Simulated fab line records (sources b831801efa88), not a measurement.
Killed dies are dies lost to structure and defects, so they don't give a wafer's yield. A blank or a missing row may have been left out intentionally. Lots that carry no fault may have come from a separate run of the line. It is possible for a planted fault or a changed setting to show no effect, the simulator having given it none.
Which tool is to blame? / flow sky130 / Sampling: 11 lots, 33 wafers, 2 of 708 route steps

== WHAT THE GAUGES READ, wafer by wafer ==
SKY_METAL1_CD_MEAS_15: target cd 140 nm.
lot=L932; measured=day 33 01:34; on=cdSem-01; cdNm (nm)=140.4 140.6 140.8
lot=L939; measured=day 35 13:13; on=cdSem-02; cdNm (nm)=141.3 142.4 141.9
lot=L940; measured=day 35 20:08; on=cdSem-01; cdNm (nm)=137.5 136.2 137.1
lot=L944; measured=day 37 05:13; on=cdSem-01; cdNm (nm)=139.3 140.4 139.9
lot=L945; measured=day 37 20:22; on=cdSem-01; cdNm (nm)=137.6 137.8 137.2
lot=L949; measured=day 38 18:01; on=cdSem-02; cdNm (nm)=140.6 141.4 140.5
lot=L948; measured=day 38 22:38; on=cdSem-01; cdNm (nm)=139.8 140.9 141.2
lot=L951; measured=day 39 08:23; on=cdSem-02; cdNm (nm)=138.8 139.0 139.8
lot=L952; measured=day 39 11:48; on=cdSem-02; cdNm (nm)=141.3 139.4 139.7
lot=L953; measured=day 39 17:45; on=cdSem-01; cdNm (nm)=141.5 142.5 142.9
lot=L954; measured=day 39 23:35; on=cdSem-01; cdNm (nm)=139.3 138.3 137.9

SKY_VIA1_THK_MEAS_01.
lot=L932; measured=day 33 02:37; on=filmMetro-04; VIA1_HDPCVD_THK (nm)=1040 1023 1032
lot=L939; measured=day 35 14:16; on=filmMetro-04; VIA1_HDPCVD_THK (nm)=1025 1049 1027
lot=L940; measured=day 35 21:11; on=filmMetro-02; VIA1_HDPCVD_THK (nm)=1032 1021 1024
lot=L944; measured=day 37 06:16; on=filmMetro-04; VIA1_HDPCVD_THK (nm)=1012 1022 1021
lot=L945; measured=day 37 21:49; on=filmMetro-02; VIA1_HDPCVD_THK (nm)=1022 1024 1047
lot=L949; measured=day 38 19:25; on=filmMetro-03; VIA1_HDPCVD_THK (nm)=1015 1019 1014
lot=L948; measured=day 39 00:05; on=filmMetro-04; VIA1_HDPCVD_THK (nm)=1016 1027 1023
lot=L951; measured=day 39 09:38; on=filmMetro-03; VIA1_HDPCVD_THK (nm)=1027 1016 1025
lot=L952; measured=day 39 13:53; on=filmMetro-03; VIA1_HDPCVD_THK (nm)=1012 1026 1021
lot=L953; measured=day 39 18:48; on=filmMetro-04; VIA1_HDPCVD_THK (nm)=1022 1027 1034
lot=L954; measured=day 40 00:38; on=filmMetro-04; VIA1_HDPCVD_THK (nm)=1046 1030 1038

== TOOL THAT RAN EACH LOT (tool first, then ch and the chambers of the sampled wafers, then the start) ==
The record holds no process step before these readings.

== WHAT THE TOOLS THEMSELVES READ (means of the sampled wafers that have a number; where no wafer has one, the mark that the record gives instead) ==
The record holds no such reading with a usual standard deviation.

== THE ANSWER, worked out from the rows above alone ==
Rule: usual is defined by the lots themselves. The widest of any qualifying gaps counts: lots, ordered by their means at a reading, are off when they make up no more than a third of the lots, leave a main group of 4 or more, and stand apart from it by 3 or more times the standard deviation of that group's means. A main group whose means are all the same, to the digits that the tables above print for the reading, isn't used. Also off: a lot with no number at a reading for which 4 or more lots have one. Where the step has rows for the other lots, those lots are counted as sound. The gauges are gone through in route order, then the tools' own readings, and for those a lot's mean is taken as printed above. At the first step where some lot is off, the reading lying furthest off is the one used; lots without a number count as furthest.
None of the lots is off at any reading shown; this tells nothing.

== WHAT THE SIMULATOR HAD PUT IN ==
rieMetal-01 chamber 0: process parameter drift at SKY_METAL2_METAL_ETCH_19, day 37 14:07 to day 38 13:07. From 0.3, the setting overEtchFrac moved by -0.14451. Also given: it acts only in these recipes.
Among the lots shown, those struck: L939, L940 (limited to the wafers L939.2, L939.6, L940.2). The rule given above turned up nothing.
